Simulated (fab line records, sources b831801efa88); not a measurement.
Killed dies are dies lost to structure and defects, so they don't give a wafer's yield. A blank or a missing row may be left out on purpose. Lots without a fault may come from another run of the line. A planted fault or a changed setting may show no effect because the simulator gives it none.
Problem report in the 8D (eight disciplines) form, filled by code | flow sky130 | the parts of the form that need people (team, actions taken, sign-off) are left out

1. THE PROBLEM
POLY_GATE_CVD_00_THK at SKY_POLY_GATE_THK_MEAS_01 reads a mean of 104.5 nm on 6 wafers of 2 lots; wafers without a fault read 180.2 nm with a standard deviation of 1.8. That is -42 standard deviations from the usual mean.
First seen on wafer L174.1, day 15 21:22, on film_metro-03. The record holds 30 wafers of 10 lots with a number at this step. Rule for "out", or "out of limits": more than 4 standard deviations from the usual mean. The other wafers with a number count as sound.

2. WHAT IT IS AND WHAT IT IS NOT
question                    | is                           | is not
which readings at this step | POLY_GATE_CVD_00_THK         | -
which lots                  | L174, L175                   | L168, L173, L182, L185, L186, L187, L189, L191
which wafers of those lots  | all that have a number       | -
read on which gauges        | film_metro-03, film_metro-04 | film_metro-01
when                        | from day 15 21:22            | up to then (6 sound wafers); but 18 sound wafers of L182, L185, L186, L187, L189, L191 came after

3. SUSPECTS, AND WHAT RULES EACH OUT
Counting: a tool at a process step up to the reading stays a suspect if it ran every lot that is out and no sound lot after the first of them.
- the gauge at SKY_POLY_GATE_THK_MEAS_01: ruled out. The wafers that are out were read on 2 gauges (film_metro-03, film_metro-04).
- rie_diel-02 at SKY_SONOS_ONO_ETCH_15 (etches the open film in CHF3/O2, target depth 19.52 nm, time 7.8 s): ruled out as a lasting fault. Sound lots L182, L187 ran on it after its first lot that is out, L174 (day 14 12:38).
- lpcvd-01 at SKY_POLY_GATE_CVD_00 (deposits poly-Si, target thk 180 nm, time 720 s): ruled out as a lasting fault. Sound lots L182, L185, L186, L187, L189, L191 ran on it after its first lot that is out, L174 (day 15 20:10).
Left after counting: nothing in the record.

4. THE CAUSE (what the simulator had put in)
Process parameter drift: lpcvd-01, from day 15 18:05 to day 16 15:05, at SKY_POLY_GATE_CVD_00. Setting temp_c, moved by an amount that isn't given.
Counting ruled it out, wrongly: the rule takes a fault to strike every lot that its tool runs from its start on, and this one did not.

5. THE CHAIN OF EFFECTS, in route order
Each row: a reading whose mean over the struck wafers that have a number lies more than 3 standard deviations from the usual. Only readings for which the record gives a usual standard deviation are gone through. hours: the time from each lot's start at the first step in this table that gives one to its start at this step, as a median over the lots. sigmas: the change in usual standard deviations.
hours | step                      | reading               | usual      | on struck wafers | change | sigmas
0     | SKY_POLY_GATE_CVD_00      | spike_tc_bottom_C     | 644 C      | 624              | -20    | -5.0
0     | SKY_POLY_GATE_CVD_00      | spike_tc_centre_C     | 620.7 C    | 598.4            | -22.3  | -23
0     | SKY_POLY_GATE_CVD_00      | spike_tc_lower_C      | 619.0 C    | 596.3            | -22.7  | -23
0     | SKY_POLY_GATE_CVD_00      | spike_tc_top_C        | 636.1 C    | 614.8            | -21.3  | -12
0     | SKY_POLY_GATE_CVD_00      | spike_tc_upper_C      | 620.6 C    | 598.6            | -22.0  | -20
0     | SKY_POLY_GATE_CVD_00      | susceptor_temp_C      | 620.02 C   | 597.73           | -22.29 | -74
0     | SKY_POLY_GATE_CVD_00      | zone_power_bottom_pct | 12.09 %    | 11.31            | -0.78  | -6.0
0     | SKY_POLY_GATE_CVD_00      | zone_power_centre_pct | 10.88 %    | 10.29            | -0.59  | -4.9
0     | SKY_POLY_GATE_CVD_00      | zone_power_upper_pct  | 8.39 %     | 7.87             | -0.52  | -4.0
1     | SKY_POLY_GATE_THK_MEAS_01 | POLY_GATE_CVD_00_THK  | 180.2 nm   | 104.5            | -75.7  | -42
62    | SKY_POLY_GATE_ETCH_17     | oes_product_au        | 0.988 a.u. | 0.688            | -0.300 | -39
The process steps in it:
- SKY_POLY_GATE_CVD_00: deposits poly-Si, target thk 180 nm, time 720 s.
- SKY_POLY_GATE_ETCH_17: etches poly-Si in HBr/Cl2, stops on SiO2, target depth 180 nm, time 70.5 s.

6. WHAT WOULD HAVE CAUGHT IT SOONER
In this record the first reading out of limits at a measuring or inspecting step was taken at day 15 21:22, 3 hours after the fault began at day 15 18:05.
The tool's own readings at SKY_POLY_GATE_CVD_00 were out on every struck wafer that the step has a row for (spike_tc_bottom_C, spike_tc_centre_C, spike_tc_lower_C, spike_tc_top_C, spike_tc_upper_C, susceptor_temp_C, zone_power_bottom_pct): an alarm limit on them would have fired on the first of those.
